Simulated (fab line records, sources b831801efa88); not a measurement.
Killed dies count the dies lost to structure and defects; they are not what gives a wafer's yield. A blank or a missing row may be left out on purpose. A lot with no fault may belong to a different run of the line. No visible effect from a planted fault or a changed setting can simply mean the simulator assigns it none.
Which tool is to blame? ; flow sky130 ; 13 lots, 39 wafers sampled, at 2 steps of a route of 708

== WHAT THE GAUGES READ, wafer by wafer ==
SKY_VIA4_THK_MEAS_01. Usual: for VIA4_HDPCVD_THK the level is 1741 nm and the standard deviation is 20.
lot;measured;on;VIA4_HDPCVD_THK (nm);flag
L758;day 42 04:12;film_metro-04;1724 1749 1775;
L759;day 42 11:59;film_metro-04;1733 1769 1760;
L767;day 44 17:17;film_metro-04;1750 1744 1773;
L769;day 45 08:16;film_metro-01;1750 1713 1776;
L770;day 45 13:46;film_metro-04;1728 1770 1728;
L773;day 46 03:25;film_metro-03;1763 1723 1739;
L774;day 46 09:40;film_metro-03;1748 1710 1719;
L776;day 47 01:17;film_metro-04;1729 1758 1713;
L777;day 47 02:09;film_metro-04;1713 1714 1738;
L778;day 47 16:09;film_metro-04;1747 1756 1734;
L779;day 47 13:50;film_metro-04;1713 1741 1732;
L780;day 47 19:34;film_metro-03;1727 1717 1766;
L781;day 47 19:49;film_metro-03;1712 1760 1730;

== WHICH TOOL RAN EACH LOT (tool, then ch and the chambers of the sampled wafers, then the start) ==
lot;SKY_SONOS_TUNNEL_STRIP_11
L758;wet_bench-01 ch 3, day 11 17:13
L759;wet_bench-01 ch 2, day 11 21:49
L767;wet_bench-03 ch 2, day 14 16:49
L769;wet_bench-03 ch 3, day 15 08:04
L770;wet_bench-01 ch 0, day 15 15:37
L773;wet_bench-01 ch 0, day 16 12:52
L774;wet_bench-04 ch 1, day 16 23:36
L776;wet_bench-01 ch 2, day 17 11:32
L777;wet_bench-04 ch 2, day 17 20:34
L778;wet_bench-01 ch 2, day 18 09:38
L779;wet_bench-03 ch 2, day 18 13:13
L780;wet_bench-04 ch 1, day 18 20:25
L781;wet_bench-01 ch 1, day 19 04:07
- SKY_SONOS_TUNNEL_STRIP_11: strips in SPM, time 600 s.

== WHAT THE TOOLS THEMSELVES READ (means of the sampled wafers that have a number; where no wafer has one, the mark that the record gives instead) ==
The record holds no such reading with a usual standard deviation.

== THE ANSWER, worked out from the rows above alone ==
Rule: a lot is off if the mean of its wafers that have a number lies more than 3 standard deviations from the usual mean. Also off: a lot with no number at a reading for which 4 or more lots have one. Any other lot the step has rows for is counted as sound. First the gauges in route order, then the tools' own readings, where a lot's mean is used as printed above. At the first step where some lot is off, the reading lying furthest off is the one used; lots without a number count as furthest.
Nothing can be told from this: no lot is off at any reading shown.

== WHAT HAD BEEN PUT IN BY THE SIMULATOR ==
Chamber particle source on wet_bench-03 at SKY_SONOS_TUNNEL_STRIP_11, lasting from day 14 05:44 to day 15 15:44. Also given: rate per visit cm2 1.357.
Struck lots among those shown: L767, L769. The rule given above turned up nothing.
